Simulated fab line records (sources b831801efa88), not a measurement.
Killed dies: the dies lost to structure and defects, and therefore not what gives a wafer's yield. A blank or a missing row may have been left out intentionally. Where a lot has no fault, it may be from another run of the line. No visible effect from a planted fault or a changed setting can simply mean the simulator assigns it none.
Which tool is to blame? / flow gf180mcu / 24 lots, 72 wafers sampled, at 6 steps of a route of 602

## WHAT THE GAUGES READ, wafer by wafer
GF_V4_THK_MEAS_03.
lot=L074; measured=day 23 04:43; on=filmMetro-01; V4_CVD_02_THK (nm)=847 843 857
lot=L075; measured=day 23 09:08; on=filmMetro-02; V4_CVD_02_THK (nm)=861 862 869
lot=L076; measured=day 23 23:01; on=filmMetro-04; V4_CVD_02_THK (nm)=835 839 841
lot=L077; measured=day 24 04:53; on=filmMetro-02; V4_CVD_02_THK (nm)=847 862 870
lot=L078; measured=day 24 23:10; on=filmMetro-02; V4_CVD_02_THK (nm)=837 840 857
lot=L079; measured=day 25 01:57; on=filmMetro-04; V4_CVD_02_THK (nm)=839 859 855
lot=L080; measured=day 25 09:44; on=filmMetro-02; V4_CVD_02_THK (nm)=855 858 866
lot=L081; measured=day 25 22:01; on=filmMetro-02; V4_CVD_02_THK (nm)=850 847 867
lot=L082; measured=day 26 17:36; on=filmMetro-01; V4_CVD_02_THK (nm)=839 854 858
lot=L083; measured=day 27 02:06; on=filmMetro-01; V4_CVD_02_THK (nm)=843 838 846
lot=L084; measured=day 27 04:39; on=filmMetro-04; V4_CVD_02_THK (nm)=873 861 861
lot=L085; measured=day 27 17:13; on=filmMetro-02; V4_CVD_02_THK (nm)=852 859 869
lot=L086; measured=day 27 21:46; on=filmMetro-04; V4_CVD_02_THK (nm)=842 855 855
lot=L087; measured=day 28 03:05; on=filmMetro-01; V4_CVD_02_THK (nm)=842 865 865
lot=L089; measured=day 28 07:28; on=filmMetro-02; V4_CVD_02_THK (nm)=844 854 853
lot=L088; measured=day 28 13:20; on=filmMetro-04; V4_CVD_02_THK (nm)=843 861 859
lot=L090; measured=day 28 19:10; on=filmMetro-01; V4_CVD_02_THK (nm)=852 868 855
lot=L092; measured=day 29 05:35; on=filmMetro-04; V4_CVD_02_THK (nm)=845 864 851
lot=L091; measured=day 29 07:10; on=filmMetro-04; V4_CVD_02_THK (nm)=849 856 856
lot=L093; measured=day 29 20:37; on=filmMetro-01; V4_CVD_02_THK (nm)=856 858 870
lot=L094; measured=day 29 22:11; on=filmMetro-02; V4_CVD_02_THK (nm)=850 866 861
lot=L095; measured=day 30 01:53; on=filmMetro-02; V4_CVD_02_THK (nm)=843 853 855
lot=L096; measured=day 30 08:39; on=filmMetro-02; V4_CVD_02_THK (nm)=862 859 867
lot=L097; measured=day 30 14:43; on=filmMetro-04; V4_CVD_02_THK (nm)=851 846 862

GF_TOP_METAL_OVL_MEAS_15.
lot=L074; measured=day 27 20:56; on=overlay-02; TOP_METAL_OVL (nm)=-0.4 1.2 -0.1
lot=L075; measured=day 28 01:47; on=overlay-02; TOP_METAL_OVL (nm)=-2.1 -3.3 -1.0
lot=L076; measured=day 28 13:02; on=overlay-02; TOP_METAL_OVL (nm)=-2.3 -1.2 -1.9
lot=L077; measured=day 28 18:27; on=overlay-02; TOP_METAL_OVL (nm)=-0.3 -0.5 0.6
lot=L078; measured=day 29 10:01; on=overlay-01; TOP_METAL_OVL (nm)=0.5 0.3 -0.4
lot=L079; measured=day 29 12:05; on=overlay-02; TOP_METAL_OVL (nm)=-3.1 -3.3 -3.6
lot=L080; measured=day 29 19:36; on=overlay-02; TOP_METAL_OVL (nm)=1.2 0.7 0.4
lot=L081; measured=day 30 06:47; on=overlay-01; TOP_METAL_OVL (nm)=-1.6 0.3 -2.5
lot=L082; measured=day 30 22:59; on=overlay-02; TOP_METAL_OVL (nm)=1.1 1.2 0.7
lot=L083; measured=day 31 08:05; on=overlay-02; TOP_METAL_OVL (nm)=1.9 2.0 2.5
lot=L084; measured=day 31 08:17; on=overlay-01; TOP_METAL_OVL (nm)=-0.1 -0.8 1.0
lot=L085; measured=day 31 20:41; on=overlay-02; TOP_METAL_OVL (nm)=-0.4 1.3 0.9
lot=L086; measured=day 31 23:25; on=overlay-01; TOP_METAL_OVL (nm)=0.3 0.0 -0.2
lot=L087; measured=day 32 03:37; on=overlay-02; TOP_METAL_OVL (nm)=2.0 2.1 1.1
lot=L089; measured=day 32 07:45; on=overlay-02; TOP_METAL_OVL (nm)=1.1 0.5 0.2
lot=L088; measured=day 32 12:50; on=overlay-01; TOP_METAL_OVL (nm)=0.8 -0.8 -1.7
lot=L090; measured=day 32 18:27; on=overlay-01; TOP_METAL_OVL (nm)=-0.3 -0.2 -0.7
lot=L092; measured=day 33 03:08; on=overlay-02; TOP_METAL_OVL (nm)=1.0 2.3 1.5
lot=L091; measured=day 33 07:01; on=overlay-02; TOP_METAL_OVL (nm)=0.2 2.0 0.8
lot=L093; measured=day 33 15:31; on=overlay-02; TOP_METAL_OVL (nm)=0.9 1.6 2.1
lot=L094; measured=day 33 17:08; on=overlay-01; TOP_METAL_OVL (nm)=-0.2 1.1 -0.8
lot=L095; measured=day 33 19:38; on=overlay-02; TOP_METAL_OVL (nm)=2.5 2.4 2.9
lot=L096; measured=day 34 03:33; on=overlay-01; TOP_METAL_OVL (nm)=1.6 -0.2 0.9
lot=L097; measured=day 34 06:29; on=overlay-02; TOP_METAL_OVL (nm)=-0.6 0.2 -0.8

## EACH LOT AND THE TOOL THAT RAN IT (in order: tool; ch and the chambers of the sampled wafers; start)
lot=L074; GF_M4_SPUTTER_03=pvdSputter-04, day 22 04:13; GF_V4_CMP_26=cmp-02 ch 1,2,3, day 24 05:35; GF_MIM_SPUTTER_09=pvdSputter-02, day 24 06:13; GF_MIM_STRIP_20=plasmaAsher-02 ch 1, day 25 03:50
lot=L075; GF_M4_SPUTTER_03=pvdSputter-01, day 22 09:50; GF_V4_CMP_26=cmp-02 ch 0,2,3, day 24 09:32; GF_MIM_SPUTTER_09=pvdSputter-02, day 24 10:07; GF_MIM_STRIP_20=plasmaAsher-03 ch 0,1, day 25 07:58
lot=L076; GF_M4_SPUTTER_03=pvdSputter-01, day 22 22:46; GF_V4_CMP_26=cmp-02 ch 2,3, day 24 22:35; GF_MIM_SPUTTER_09=pvdSputter-01, day 24 23:16; GF_MIM_STRIP_20=plasmaAsher-04 ch 0,1, day 25 20:42
lot=L077; GF_M4_SPUTTER_03=pvdSputter-01, day 23 04:52; GF_V4_CMP_26=cmp-02 ch 0,1,3, day 25 04:37; GF_MIM_SPUTTER_09=pvdSputter-02, day 25 05:14; GF_MIM_STRIP_20=plasmaAsher-03 ch 0,1, day 26 02:44
lot=L078; GF_M4_SPUTTER_03=pvdSputter-01, day 24 00:21; GF_V4_CMP_26=cmp-02 ch 0,1,3, day 25 22:23; GF_MIM_SPUTTER_09=pvdSputter-02, day 25 23:04; GF_MIM_STRIP_20=plasmaAsher-04 ch 0,1, day 26 19:56
lot=L079; GF_M4_SPUTTER_03=pvdSputter-04, day 24 02:38; GF_V4_CMP_26=cmp-02 ch 0,2,3, day 26 00:43; GF_MIM_SPUTTER_09=pvdSputter-02, day 26 01:24; GF_MIM_STRIP_20=plasmaAsher-02 ch 0,1, day 26 21:26
lot=L080; GF_M4_SPUTTER_03=pvdSputter-01, day 24 11:07; GF_V4_CMP_26=cmp-02 ch 1,2,3, day 26 09:08; GF_MIM_SPUTTER_09=pvdSputter-04, day 26 09:43; GF_MIM_STRIP_20=plasmaAsher-03 ch 0,1, day 27 06:12
lot=L081; GF_M4_SPUTTER_03=pvdSputter-03, day 24 23:23; GF_V4_CMP_26=cmp-02 ch 0,2,3, day 26 20:32; GF_MIM_SPUTTER_09=pvdSputter-02, day 26 21:10; GF_MIM_STRIP_20=plasmaAsher-03 ch 0,1, day 27 17:22
lot=L082; GF_M4_SPUTTER_03=pvdSputter-01, day 25 20:17; GF_V4_CMP_26=cmp-02 ch 2,3, day 27 15:25; GF_MIM_SPUTTER_09=pvdSputter-01, day 27 16:05; GF_MIM_STRIP_20=plasmaAsher-02 ch 0,1, day 28 11:48
lot=L083; GF_M4_SPUTTER_03=pvdSputter-04, day 26 04:42; GF_V4_CMP_26=cmp-01 ch 0,1,3, day 27 23:48; GF_MIM_SPUTTER_09=pvdSputter-01, day 28 00:29; GF_MIM_STRIP_20=plasmaAsher-02 ch 1, day 28 19:59
lot=L084; GF_M4_SPUTTER_03=pvdSputter-04, day 26 07:26; GF_V4_CMP_26=cmp-02 ch 0,3, day 28 02:01; GF_MIM_SPUTTER_09=pvdSputter-04, day 28 02:40; GF_MIM_STRIP_20=plasmaAsher-03 ch 0,1, day 28 21:48
lot=L085; GF_M4_SPUTTER_03=pvdSputter-04, day 26 20:20; GF_V4_CMP_26=cmp-01 ch 0,1,2, day 28 15:23; GF_MIM_SPUTTER_09=pvdSputter-02, day 28 16:04; GF_MIM_STRIP_20=plasmaAsher-03 ch 0,1, day 29 10:58
lot=L086; GF_M4_SPUTTER_03=pvdSputter-04, day 27 00:28; GF_V4_CMP_26=cmp-01 ch 0,1, day 28 18:52; GF_MIM_SPUTTER_09=pvdSputter-02, day 28 19:33; GF_MIM_STRIP_20=plasmaAsher-03 ch 0,1, day 29 13:56
lot=L087; GF_M4_SPUTTER_03=pvdSputter-03, day 27 06:34; GF_V4_CMP_26=cmp-01 ch 0,1,2, day 29 00:25; GF_MIM_SPUTTER_09=pvdSputter-02, day 29 01:00; GF_MIM_STRIP_20=plasmaAsher-02 ch 0,1, day 29 19:22
lot=L089; GF_M4_SPUTTER_03=pvdSputter-03, day 27 12:11; GF_V4_CMP_26=cmp-01 ch 0,2, day 29 03:52; GF_MIM_SPUTTER_09=pvdSputter-01, day 29 04:34; GF_MIM_STRIP_20=plasmaAsher-03 ch 0,1, day 29 23:04
lot=L088; GF_M4_SPUTTER_03=pvdSputter-01, day 27 17:11; GF_V4_CMP_26=cmp-02 ch 2,3, day 29 10:13; GF_MIM_SPUTTER_09=pvdSputter-02, day 29 10:50; GF_MIM_STRIP_20=plasmaAsher-02 ch 0,1, day 30 05:37
lot=L090; GF_M4_SPUTTER_03=pvdSputter-01, day 27 22:04; GF_V4_CMP_26=cmp-02 ch 0,3, day 29 16:02; GF_MIM_SPUTTER_09=pvdSputter-04, day 29 16:43; GF_MIM_STRIP_20=plasmaAsher-03 ch 0,1, day 30 10:36
lot=L092; GF_M4_SPUTTER_03=pvdSputter-03, day 28 09:52; GF_V4_CMP_26=cmp-01 ch 0,1,2, day 30 02:05; GF_MIM_SPUTTER_09=pvdSputter-01, day 30 02:40; GF_MIM_STRIP_20=plasmaAsher-04 ch 0,1, day 30 21:28
lot=L091; GF_M4_SPUTTER_03=pvdSputter-03, day 28 10:50; GF_V4_CMP_26=cmp-01 ch 0,2,3, day 30 03:35; GF_MIM_SPUTTER_09=pvdSputter-04, day 30 04:16; GF_MIM_STRIP_20=plasmaAsher-03 ch 0,1, day 30 21:44
lot=L093; GF_M4_SPUTTER_03=pvdSputter-03, day 29 01:07; GF_V4_CMP_26=cmp-02 ch 0,1,2, day 30 16:52; GF_MIM_SPUTTER_09=pvdSputter-02, day 30 17:33; GF_MIM_STRIP_20=plasmaAsher-03 ch 0,1, day 31 11:01
lot=L094; GF_M4_SPUTTER_03=pvdSputter-03, day 29 03:06; GF_V4_CMP_26=cmp-01 ch 0,3, day 30 18:41; GF_MIM_SPUTTER_09=pvdSputter-01, day 30 19:22; GF_MIM_STRIP_20=plasmaAsher-04 ch 0,1, day 31 13:16
lot=L095; GF_M4_SPUTTER_03=pvdSputter-01, day 29 05:46; GF_V4_CMP_26=cmp-01 ch 1,2,3, day 30 21:13; GF_MIM_SPUTTER_09=pvdSputter-01, day 30 21:53; GF_MIM_STRIP_20=plasmaAsher-03 ch 0,1, day 31 15:10
lot=L096; GF_M4_SPUTTER_03=pvdSputter-04, day 29 12:50; GF_V4_CMP_26=cmp-01 ch 2,3, day 31 03:52; GF_MIM_SPUTTER_09=pvdSputter-04, day 31 04:29; GF_MIM_STRIP_20=plasmaAsher-03 ch 0,1, day 31 22:13
lot=L097; GF_M4_SPUTTER_03=pvdSputter-04, day 29 19:26; GF_V4_CMP_26=cmp-01 ch 0,2, day 31 10:17; GF_MIM_SPUTTER_09=pvdSputter-02, day 31 10:59; GF_MIM_STRIP_20=plasmaAsher-04 ch 0,1, day 32 03:11
- GF_M4_SPUTTER_03: material Ti, target thk 10 nm, time 6.7 s.
- GF_V4_CMP_26: polishes, stops on SiO2, t overpolish 15 s, target thk 0 nm.
- GF_MIM_SPUTTER_09: material TiN, target thk 35 nm, time 29.2 s.
- GF_MIM_STRIP_20: strips in O2/N2.

## AS READ BY THE TOOLS THEMSELVES (means over the sampled wafers that have a number; for cases with no such wafer, the mark the record gives instead)
GF_M4_SPUTTER_03.
lot=L074; tool=pvdSputter-04; substrateTempC (C)=299.96; throttleValvePct (%)=31.0
lot=L075; tool=pvdSputter-01; substrateTempC (C)=299.95; throttleValvePct (%)=27.9
lot=L076; tool=pvdSputter-01; substrateTempC (C)=299.96; throttleValvePct (%)=28.6
lot=L077; tool=pvdSputter-01; substrateTempC (C)=300.05; throttleValvePct (%)=29.0
lot=L078; tool=pvdSputter-01; substrateTempC (C)=299.81; throttleValvePct (%)=28.5
lot=L079; tool=pvdSputter-04; substrateTempC (C)=300.19; throttleValvePct (%)=30.0
lot=L080; tool=pvdSputter-01; substrateTempC (C)=299.94; throttleValvePct (%)=28.5
lot=L081; tool=pvdSputter-03; substrateTempC (C)=300.07; throttleValvePct (%)=30.0
lot=L082; tool=pvdSputter-01; substrateTempC (C)=300.31; throttleValvePct (%)=28.6
lot=L083; tool=pvdSputter-04; substrateTempC (C)=299.98; throttleValvePct (%)=31.1
lot=L084; tool=pvdSputter-04; substrateTempC (C)=299.82; throttleValvePct (%)=30.0
lot=L085; tool=pvdSputter-04; substrateTempC (C)=300.08; throttleValvePct (%)=30.2
lot=L086; tool=pvdSputter-04; substrateTempC (C)=300.01; throttleValvePct (%)=30.9
lot=L087; tool=pvdSputter-03; substrateTempC (C)=299.96; throttleValvePct (%)=29.1
lot=L089; tool=pvdSputter-03; substrateTempC (C)=299.94; throttleValvePct (%)=30.7
lot=L088; tool=pvdSputter-01; substrateTempC (C)=300.06; throttleValvePct (%)=29.1
lot=L090; tool=pvdSputter-01; substrateTempC (C)=299.85; throttleValvePct (%)=28.9
lot=L092; tool=pvdSputter-03; substrateTempC (C)=299.92; throttleValvePct (%)=28.9
lot=L091; tool=pvdSputter-03; substrateTempC (C)=299.89; throttleValvePct (%)=30.9
lot=L093; tool=pvdSputter-03; substrateTempC (C)=299.96; throttleValvePct (%)=29.9
lot=L094; tool=pvdSputter-03; substrateTempC (C)=300.20; throttleValvePct (%)=30.8
lot=L095; tool=pvdSputter-01; substrateTempC (C)=299.86; throttleValvePct (%)=30.0
lot=L096; tool=pvdSputter-04; substrateTempC (C)=300.05; throttleValvePct (%)=30.6
lot=L097; tool=pvdSputter-04; substrateTempC (C)=300.04; throttleValvePct (%)=30.6

GF_V4_CMP_26.
lot=L074; tool=cmp-02; edgeZonePressureFrac=1.000; motorCurrentA (A)=11.6; overpolishRunS (s)=15.007; retainingRingPressureFrac=1.001; slurryFilterDpKPa (kPa)=13.66; timeToEndpointS (s)=88.2
lot=L075; tool=cmp-02; edgeZonePressureFrac=0.997; motorCurrentA (A)=11.6; overpolishRunS (s)=15.002; retainingRingPressureFrac=1.000; slurryFilterDpKPa (kPa)=13.53; timeToEndpointS (s)=89.5
lot=L076; tool=cmp-02; edgeZonePressureFrac=0.997; motorCurrentA (A)=11.5; overpolishRunS (s)=14.993; retainingRingPressureFrac=0.997; slurryFilterDpKPa (kPa)=13.40; timeToEndpointS (s)=85.4
lot=L077; tool=cmp-02; edgeZonePressureFrac=1.002; motorCurrentA (A)=11.6; overpolishRunS (s)=14.999; retainingRingPressureFrac=0.999; slurryFilterDpKPa (kPa)=13.52; timeToEndpointS (s)=86.2
lot=L078; tool=cmp-02; edgeZonePressureFrac=0.999; motorCurrentA (A)=11.7; overpolishRunS (s)=14.993; retainingRingPressureFrac=0.999; slurryFilterDpKPa (kPa)=13.58; timeToEndpointS (s)=88.1
lot=L079; tool=cmp-02; edgeZonePressureFrac=0.999; motorCurrentA (A)=11.6; overpolishRunS (s)=15.007; retainingRingPressureFrac=1.001; slurryFilterDpKPa (kPa)=13.68; timeToEndpointS (s)=84.5
lot=L080; tool=cmp-02; edgeZonePressureFrac=1.005; motorCurrentA (A)=11.7; overpolishRunS (s)=15.006; retainingRingPressureFrac=1.003; slurryFilterDpKPa (kPa)=13.42; timeToEndpointS (s)=88.3
lot=L081; tool=cmp-02; edgeZonePressureFrac=0.999; motorCurrentA (A)=11.6; overpolishRunS (s)=15.013; retainingRingPressureFrac=0.999; slurryFilterDpKPa (kPa)=13.49; timeToEndpointS (s)=86.3
lot=L082; tool=cmp-02; edgeZonePressureFrac=1.004; motorCurrentA (A)=11.2; overpolishRunS (s)=15.007; retainingRingPressureFrac=1.000; slurryFilterDpKPa (kPa)=13.49; timeToEndpointS (s)=86.7
lot=L083; tool=cmp-01; edgeZonePressureFrac=1.000; motorCurrentA (A)=11.0; overpolishRunS (s)=15.007; retainingRingPressureFrac=1.002; slurryFilterDpKPa (kPa)=13.44; timeToEndpointS (s)=86.6
lot=L084; tool=cmp-02; edgeZonePressureFrac=0.998; motorCurrentA (A)=11.4; overpolishRunS (s)=14.999; retainingRingPressureFrac=0.996; slurryFilterDpKPa (kPa)=13.42; timeToEndpointS (s)=86.7
lot=L085; tool=cmp-01; edgeZonePressureFrac=1.000; motorCurrentA (A)=10.7; overpolishRunS (s)=15.008; retainingRingPressureFrac=0.997; slurryFilterDpKPa (kPa)=13.44; timeToEndpointS (s)=84.9
lot=L086; tool=cmp-01; edgeZonePressureFrac=1.000; motorCurrentA (A)=11.5; overpolishRunS (s)=14.993; retainingRingPressureFrac=1.001; slurryFilterDpKPa (kPa)=13.43; timeToEndpointS (s)=83.6
lot=L087; tool=cmp-01; edgeZonePressureFrac=0.995; motorCurrentA (A)=10.5; overpolishRunS (s)=14.993; retainingRingPressureFrac=1.003; slurryFilterDpKPa (kPa)=13.49; timeToEndpointS (s)=87.0
lot=L089; tool=cmp-01; edgeZonePressureFrac=0.999; motorCurrentA (A)=11.6; overpolishRunS (s)=15.000; retainingRingPressureFrac=1.000; slurryFilterDpKPa (kPa)=13.46; timeToEndpointS (s)=85.7
lot=L088; tool=cmp-02; edgeZonePressureFrac=0.999; motorCurrentA (A)=11.5; overpolishRunS (s)=14.992; retainingRingPressureFrac=0.998; slurryFilterDpKPa (kPa)=13.40; timeToEndpointS (s)=83.9
lot=L090; tool=cmp-02; edgeZonePressureFrac=1.004; motorCurrentA (A)=12.3; overpolishRunS (s)=15.001; retainingRingPressureFrac=1.001; slurryFilterDpKPa (kPa)=13.61; timeToEndpointS (s)=79.3
lot=L092; tool=cmp-01; edgeZonePressureFrac=0.998; motorCurrentA (A)=10.8; overpolishRunS (s)=14.992; retainingRingPressureFrac=1.000; slurryFilterDpKPa (kPa)=13.57; timeToEndpointS (s)=84.4
lot=L091; tool=cmp-01; edgeZonePressureFrac=1.000; motorCurrentA (A)=11.1; overpolishRunS (s)=14.997; retainingRingPressureFrac=0.998; slurryFilterDpKPa (kPa)=13.57; timeToEndpointS (s)=82.3
lot=L093; tool=cmp-02; edgeZonePressureFrac=0.997; motorCurrentA (A)=11.3; overpolishRunS (s)=14.999; retainingRingPressureFrac=0.999; slurryFilterDpKPa (kPa)=13.65; timeToEndpointS (s)=85.4
lot=L094; tool=cmp-01; edgeZonePressureFrac=1.000; motorCurrentA (A)=11.9; overpolishRunS (s)=15.007; retainingRingPressureFrac=1.000; slurryFilterDpKPa (kPa)=13.47; timeToEndpointS (s)=81.5
lot=L095; tool=cmp-01; edgeZonePressureFrac=0.998; motorCurrentA (A)=10.5; overpolishRunS (s)=14.998; retainingRingPressureFrac=1.001; slurryFilterDpKPa (kPa)=13.57; timeToEndpointS (s)=81.5
lot=L096; tool=cmp-01; edgeZonePressureFrac=1.001; motorCurrentA (A)=11.0; overpolishRunS (s)=15.000; retainingRingPressureFrac=0.995; slurryFilterDpKPa (kPa)=13.32; timeToEndpointS (s)=82.0
lot=L097; tool=cmp-01; edgeZonePressureFrac=1.003; motorCurrentA (A)=11.5; overpolishRunS (s)=15.000; retainingRingPressureFrac=0.993; slurryFilterDpKPa (kPa)=13.43; timeToEndpointS (s)=83.1

GF_MIM_SPUTTER_09.
lot=L074; tool=pvdSputter-02; throttleValvePct (%)=29.6
lot=L075; tool=pvdSputter-02; throttleValvePct (%)=29.6
lot=L076; tool=pvdSputter-01; throttleValvePct (%)=27.9
lot=L077; tool=pvdSputter-02; throttleValvePct (%)=28.3
lot=L078; tool=pvdSputter-02; throttleValvePct (%)=29.4
lot=L079; tool=pvdSputter-02; throttleValvePct (%)=28.9
lot=L080; tool=pvdSputter-04; throttleValvePct (%)=30.6
lot=L081; tool=pvdSputter-02; throttleValvePct (%)=29.2
lot=L082; tool=pvdSputter-01; throttleValvePct (%)=29.4
lot=L083; tool=pvdSputter-01; throttleValvePct (%)=29.0
lot=L084; tool=pvdSputter-04; throttleValvePct (%)=30.2
lot=L085; tool=pvdSputter-02; throttleValvePct (%)=29.8
lot=L086; tool=pvdSputter-02; throttleValvePct (%)=29.0
lot=L087; tool=pvdSputter-02; throttleValvePct (%)=29.5
lot=L089; tool=pvdSputter-01; throttleValvePct (%)=29.4
lot=L088; tool=pvdSputter-02; throttleValvePct (%)=29.1
lot=L090; tool=pvdSputter-04; throttleValvePct (%)=29.5
lot=L092; tool=pvdSputter-01; throttleValvePct (%)=29.6
lot=L091; tool=pvdSputter-04; throttleValvePct (%)=30.0
lot=L093; tool=pvdSputter-02; throttleValvePct (%)=29.3
lot=L094; tool=pvdSputter-01; throttleValvePct (%)=28.5
lot=L095; tool=pvdSputter-01; throttleValvePct (%)=29.4
lot=L096; tool=pvdSputter-04; throttleValvePct (%)=31.1
lot=L097; tool=pvdSputter-02; throttleValvePct (%)=29.5

GF_MIM_STRIP_20.
lot=L074; tool=plasmaAsher-02; drypumpMotorCurrentA (A)=6.1; heaterPowerW (W)=357; n2FlowSccm (sccm)=299.7; oesProductAu (a.u.)=0.690; stripTimeToEndpointS (s)=11.21
lot=L075; tool=plasmaAsher-03; drypumpMotorCurrentA (A)=6.2; heaterPowerW (W)=337; n2FlowSccm (sccm)=299.6; oesProductAu (a.u.)=0.693; stripTimeToEndpointS (s)=11.23
lot=L076; tool=plasmaAsher-04; drypumpMotorCurrentA (A)=5.4; heaterPowerW (W)=302; n2FlowSccm (sccm)=299.9; oesProductAu (a.u.)=0.692; stripTimeToEndpointS (s)=11.26
lot=L077; tool=plasmaAsher-03; drypumpMotorCurrentA (A)=6.2; heaterPowerW (W)=336; n2FlowSccm (sccm)=299.3; oesProductAu (a.u.)=0.693; stripTimeToEndpointS (s)=11.26
lot=L078; tool=plasmaAsher-04; drypumpMotorCurrentA (A)=5.1; heaterPowerW (W)=297; n2FlowSccm (sccm)=300.7; oesProductAu (a.u.)=0.687; stripTimeToEndpointS (s)=11.25
lot=L079; tool=plasmaAsher-02; drypumpMotorCurrentA (A)=5.8; heaterPowerW (W)=356; n2FlowSccm (sccm)=300.4; oesProductAu (a.u.)=0.695; stripTimeToEndpointS (s)=11.22
lot=L080; tool=plasmaAsher-03; drypumpMotorCurrentA (A)=6.2; heaterPowerW (W)=327; n2FlowSccm (sccm)=300.3; oesProductAu (a.u.)=0.691; stripTimeToEndpointS (s)=11.21
lot=L081; tool=plasmaAsher-03; drypumpMotorCurrentA (A)=6.2; heaterPowerW (W)=328; n2FlowSccm (sccm)=299.6; oesProductAu (a.u.)=0.693; stripTimeToEndpointS (s)=11.26
lot=L082; tool=plasmaAsher-02; drypumpMotorCurrentA (A)=5.5; heaterPowerW (W)=360; n2FlowSccm (sccm)=299.6; oesProductAu (a.u.)=0.685; stripTimeToEndpointS (s)=11.19
lot=L083; tool=plasmaAsher-02; drypumpMotorCurrentA (A)=6.1; heaterPowerW (W)=356; n2FlowSccm (sccm)=300.8; oesProductAu (a.u.)=0.687; stripTimeToEndpointS (s)=11.14
lot=L084; tool=plasmaAsher-03; drypumpMotorCurrentA (A)=6.2; heaterPowerW (W)=341; n2FlowSccm (sccm)=299.7; oesProductAu (a.u.)=0.693; stripTimeToEndpointS (s)=11.25
lot=L085; tool=plasmaAsher-03; drypumpMotorCurrentA (A)=6.2; heaterPowerW (W)=334; n2FlowSccm (sccm)=299.3; oesProductAu (a.u.)=0.694; stripTimeToEndpointS (s)=11.24
lot=L086; tool=plasmaAsher-03; drypumpMotorCurrentA (A)=6.2; heaterPowerW (W)=327; n2FlowSccm (sccm)=299.4; oesProductAu (a.u.)=0.691; stripTimeToEndpointS (s)=11.21
lot=L087; tool=plasmaAsher-02; drypumpMotorCurrentA (A)=5.8; heaterPowerW (W)=358; n2FlowSccm (sccm)=299.8; oesProductAu (a.u.)=0.693; stripTimeToEndpointS (s)=11.18
lot=L089; tool=plasmaAsher-03; drypumpMotorCurrentA (A)=6.2; heaterPowerW (W)=328; n2FlowSccm (sccm)=300.6; oesProductAu (a.u.)=0.692; stripTimeToEndpointS (s)=11.20
lot=L088; tool=plasmaAsher-02; drypumpMotorCurrentA (A)=5.8; heaterPowerW (W)=359; n2FlowSccm (sccm)=299.7; oesProductAu (a.u.)=0.692; stripTimeToEndpointS (s)=11.20
lot=L090; tool=plasmaAsher-03; drypumpMotorCurrentA (A)=6.2; heaterPowerW (W)=330; n2FlowSccm (sccm)=300.2; oesProductAu (a.u.)=0.690; stripTimeToEndpointS (s)=11.23
lot=L092; tool=plasmaAsher-04; drypumpMotorCurrentA (A)=5.4; heaterPowerW (W)=295; n2FlowSccm (sccm)=299.5; oesProductAu (a.u.)=0.693; stripTimeToEndpointS (s)=11.24
lot=L091; tool=plasmaAsher-03; drypumpMotorCurrentA (A)=6.2; heaterPowerW (W)=328; n2FlowSccm (sccm)=301.5; oesProductAu (a.u.)=0.692; stripTimeToEndpointS (s)=11.26
lot=L093; tool=plasmaAsher-03; drypumpMotorCurrentA (A)=6.2; heaterPowerW (W)=328; n2FlowSccm (sccm)=299.9; oesProductAu (a.u.)=0.698; stripTimeToEndpointS (s)=11.23
lot=L094; tool=plasmaAsher-04; drypumpMotorCurrentA (A)=5.4; heaterPowerW (W)=307; n2FlowSccm (sccm)=299.7; oesProductAu (a.u.)=0.693; stripTimeToEndpointS (s)=11.24
lot=L095; tool=plasmaAsher-03; drypumpMotorCurrentA (A)=6.2; heaterPowerW (W)=335; n2FlowSccm (sccm)=299.9; oesProductAu (a.u.)=0.691; stripTimeToEndpointS (s)=11.19
lot=L096; tool=plasmaAsher-03; drypumpMotorCurrentA (A)=6.2; heaterPowerW (W)=327; n2FlowSccm (sccm)=300.1; oesProductAu (a.u.)=0.695; stripTimeToEndpointS (s)=11.23
lot=L097; tool=plasmaAsher-04; drypumpMotorCurrentA (A)=5.4; heaterPowerW (W)=303; n2FlowSccm (sccm)=299.5; oesProductAu (a.u.)=0.695; stripTimeToEndpointS (s)=11.24

## THE ANSWER, worked out from the rows above alone
Rule: the lots themselves supply what counts as usual. The widest of any qualifying gaps counts: lots, ordered by their means at a reading, are off when they make up no more than a third of the lots, leave a main group of 4 or more, and stand apart from it by 3 or more times the standard deviation of that group's means. Not used: any main group whose means are identical at the precision the tables above print for the reading. A lot without any number at a reading at which 4 lots or more have one is off too. The other lots that the step has rows for count as sound. First the gauges in route order, then the tools' own readings, where a lot's mean is used as printed above. At the first step where some lot is off, the reading lying furthest off is the one used; lots without a number count as furthest.
None of the lots is off at any reading shown; this tells nothing.

## WHAT WAS PUT IN BY THE SIMULATOR
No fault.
